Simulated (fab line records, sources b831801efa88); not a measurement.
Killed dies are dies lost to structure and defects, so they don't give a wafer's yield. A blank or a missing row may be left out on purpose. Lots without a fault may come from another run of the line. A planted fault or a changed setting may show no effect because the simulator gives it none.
A struck lot beside a sound one | flow gf180mcu | 15 steps out of a route of 602
Sound: wafers L995.2, L995.3, L995.4. Struck: wafers L101.2, L101.3, L101.5. The cause comes at the end.
At each step with rows: each side's tool, then ch and its chambers, then its first start. Under that, the readings that differ: sound wafers | struck wafers | difference of the means | sigmas: that difference in standard deviations of wafers without a fault.
alike: readings whose means differ by less than 2 such deviations, and words and numbers that are the same on both sides. not compared: withheld readings, readings that some wafer has no value for, bounds like >300 that may hide the same value, and numbers for which the record gives no deviation and whose values overlap.
The two part at a step that has a row with sigmas, a row that says differs or no value, or rows on one side only. Numbers that don't overlap but have no deviation are shown without sigmas and don't part them. A reading that every wafer of one side lacks parts them only if that side has two wafers or more.

first, 1 step without rows for these wafers: GF_PSD_CLEAN_12 (cleans in SC1/SC2, time 150 s).
GF_PSD_RTA_13: time 20 s.
  sound on rtp_anneal-02 ch 0, day 18 09:52; struck on rtp_anneal-01 ch 0, day 20 06:28
  reading            | sound          | struck         | difference | sigmas
  lamp_power_pct (%) | 30.7 30.7 30.7 | 33.0 33.0 33.0 | +2.3       | +2
  alike: wafer_temp_C_max
GF_PSD_RS_MEAS_14: measures by four-point-probe.
  sound on film_metro-03, day 18 09:58; struck on film_metro-03, day 20 06:34
  alike: NSD_RS
GF_PSD_RS_MEAS_15: measures by four-point-probe.
  sound on film_metro-03, day 18 10:05; struck on film_metro-03, day 20 06:41
  alike: PSD_RS
GF_SAB_CVD_00: deposits SiO2 from TEOS, target thk 50 nm, time 4.9302 s.
  sound on pecvd-03 ch 0,1,2, day 18 10:11; struck on pecvd-04 ch 0,1,2, day 20 06:47
  alike: heater_power_w
GF_SAB_THK_MEAS_01:
  sound on film_metro-01, day 18 10:13; struck on film_metro-02, day 20 06:49
  alike: SAB_CVD_00_THK
then, 6 steps without rows for these wafers: GF_SAB_DEHYDRATE_02 (time 60 s); GF_SAB_HMDS_03 (prime time 60 s); GF_SAB_COAT_04 (resist thk 1000 nm); GF_SAB_SOFTBAKE_05 (time 60 s); GF_SAB_EXPOSE_06 (exposes mask SAB, target cd 420 nm); GF_SAB_PEB_07.
GF_SAB_DEVELOP_08: develop time 60 s.
  sound on litho_track-04 ch 0, day 19 09:36; struck on litho_track-04 ch 0, day 21 06:45
  reading              | sound             | struck            | difference | sigmas
  developer_temp_C (C) | 23.13 23.00 23.01 | 23.65 23.54 23.65 | +0.57      | +6
  alike: chill_plate_temp_C
GF_SAB_CD_MEAS_09: target cd 420 nm.
  sound on cd_sem-02, day 19 09:44; struck on cd_sem-02, day 21 06:53
  reading    | sound             | struck            | difference | sigmas
  cd_nm (nm) | 418.1 416.4 416.4 | 421.5 422.3 421.2 | +4.7       | +2
GF_PASSIVATION_PROBE_99:
  the record has rows for the sound wafers here (prober-01, day 32 09:20) and none for the struck ones

WHERE THEY PART
First at GF_PSD_RTA_13; last, within this record, at GF_PASSIVATION_PROBE_99.

WHY: what the simulator had put in
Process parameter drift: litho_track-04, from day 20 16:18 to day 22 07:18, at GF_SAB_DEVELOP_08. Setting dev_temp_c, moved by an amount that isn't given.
